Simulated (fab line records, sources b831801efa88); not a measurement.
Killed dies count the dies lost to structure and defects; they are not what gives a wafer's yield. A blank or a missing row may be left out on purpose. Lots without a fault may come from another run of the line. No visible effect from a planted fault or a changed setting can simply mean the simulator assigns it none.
A struck lot beside a sound one	flow gf180mcu	18 steps out of a route of 602
Sound: these wafers, L383.2, L383.4, L383.6. The struck wafers were L397.2, L397.5, L397.6. The cause is given at the end.
At each step with rows: each side's tool, then ch and its chambers, then its first start. Under that, the readings that differ: sound wafers	struck wafers	difference of the means	sigmas: that difference in standard deviations of wafers without a fault.
alike: a reading whose means differ by less than 2 such deviations, as well as words and numbers matching on both sides. not compared: withheld readings; readings where some wafer has no value; bounds like >300 that might hide an equal value; numbers whose values overlap and for which the record gives no deviation.
Wherever a step has rows on one side only, a row that says differs or no value, or a row with sigmas, the two part there. When numbers do not overlap yet have no deviation, they are printed without sigmas and do not part them. A reading that every wafer of one side lacks parts them only if that side has two wafers or more.

first, 3 steps without rows for these wafers: GF_V1_EXPOSE_11 (exposes mask Via1, target cd 260 nm); GF_V1_PEB_12 (peb time 90 s); GF_V1_DEVELOP_13 (develop time 60 s).
GF_V1_CD_MEAS_14: target cd 260 nm.
  sound: cd_sem-01 at day 19 20:29; struck: cd_sem-01 at day 24 14:24
  alike: cd_nm
GF_V1_OVL_MEAS_15:
  sound: overlay-02 at day 19 20:36; struck: overlay-01 at day 24 14:30
  alike: V1_OVL
GF_V1_ETCH_16: etches BARC in N2/H2.
  sound on rie_diel-01 ch 0,1,3, day 19 20:38; struck on rie_diel-01 ch 0,2, day 24 14:32
  alike: chamber_pressure_mTorr, drypump_motor_current_A, n2_flow_sccm, oes_product_au, throttle_valve_pct
GF_V1_ETCH_17: etches SiO2 in C4F8/O2/Ar, stops on TiN, target depth 630 nm.
  sound: rie_diel-01 ch 0,1,3; struck: rie_diel-01 ch 0,2
  alike: chamber_pressure_mTorr, oes_product_au
GF_V1_STRIP_18: strips in O2/N2.
  sound on plasma_asher-01 ch 0,1, day 19 20:45; struck on plasma_asher-03 ch 0,1, day 24 14:40
  alike: chamber_pressure_mTorr, drypump_motor_current_A, heater_power_w, n2_flow_sccm, oes_product_au
  not compared: rf_hours_counter_h
then, 3 steps without rows for these wafers: GF_V1_STRIP_19 (strips in post etch residue remover, time 1200 s); GF_V1_CLEAN_20 (cleans in DIW); GF_V1_SPUTTER_21 (material Ti, target thk 15 nm, time 80.02 s).
GF_V1_SPUTTER_22: material TiN, target thk 10 nm, time 40 s.
  sound: pvd_sputter-03 at day 19 21:42; struck: pvd_sputter-02 at day 24 15:15
  alike: throttle_valve_pct
GF_V1_CVD_23: deposits W, target thk 350 nm, time 105.05 s.
  sound on cvd_w-02 ch 0,1, day 19 21:44; struck on cvd_w-02 ch 0,1, day 24 15:17
reading	sound	struck	difference	sigmas
model.W_of_V1_CVD_23.thk_nm (nm)	351.6 346.9 353.7	532.2 529.4 520.9	+176.8	
  alike: heater_power_w
GF_V1_RS_MEAS_24: measures by four-point-probe.
  sound: film_metro-04 at day 19 21:52; struck: film_metro-03 at day 24 15:26
reading	sound	struck	difference	sigmas
V1_W_RS (ohm/sq)	0.326 0.330 0.324	0.215 0.216 0.219	-0.110	-19
GF_V1_THK_MEAS_25: measures by xrf.
  sound: film_metro-04 at day 19 21:59; struck: film_metro-03 at day 24 15:32
reading	sound	struck	difference	sigmas
V1_W_THK (nm)	356 355 361	560 552 547	+196	+28
GF_V1_CMP_26: polishes, stops on SiO2, t overpolish 15 s, target thk 0 nm.
  sound on cmp-01 ch 1,2,3, day 19 22:02; struck on cmp-02 ch 0,1, day 24 15:35
reading	sound	struck	difference	sigmas
time_to_endpoint_s (s)	87 82 84	132 127 130	+45	+10
  alike: motor_current_A
GF_M2_SPUTTER_00: material Ti, target thk 37.5 nm, time 150 s.
  sound: pvd_sputter-01 at day 19 22:20; struck: pvd_sputter-04 at day 24 15:53
  alike: throttle_valve_pct
GF_PASSIVATION_PROBE_99:
  sound wafers here have rows in the record (prober-01, day 30 09:10); struck ones have none

== WHERE THEY PART ==
At GF_V1_RS_MEAS_24 first; at GF_PASSIVATION_PROBE_99 last (within this record only).

WHY: the cause the simulator had injected
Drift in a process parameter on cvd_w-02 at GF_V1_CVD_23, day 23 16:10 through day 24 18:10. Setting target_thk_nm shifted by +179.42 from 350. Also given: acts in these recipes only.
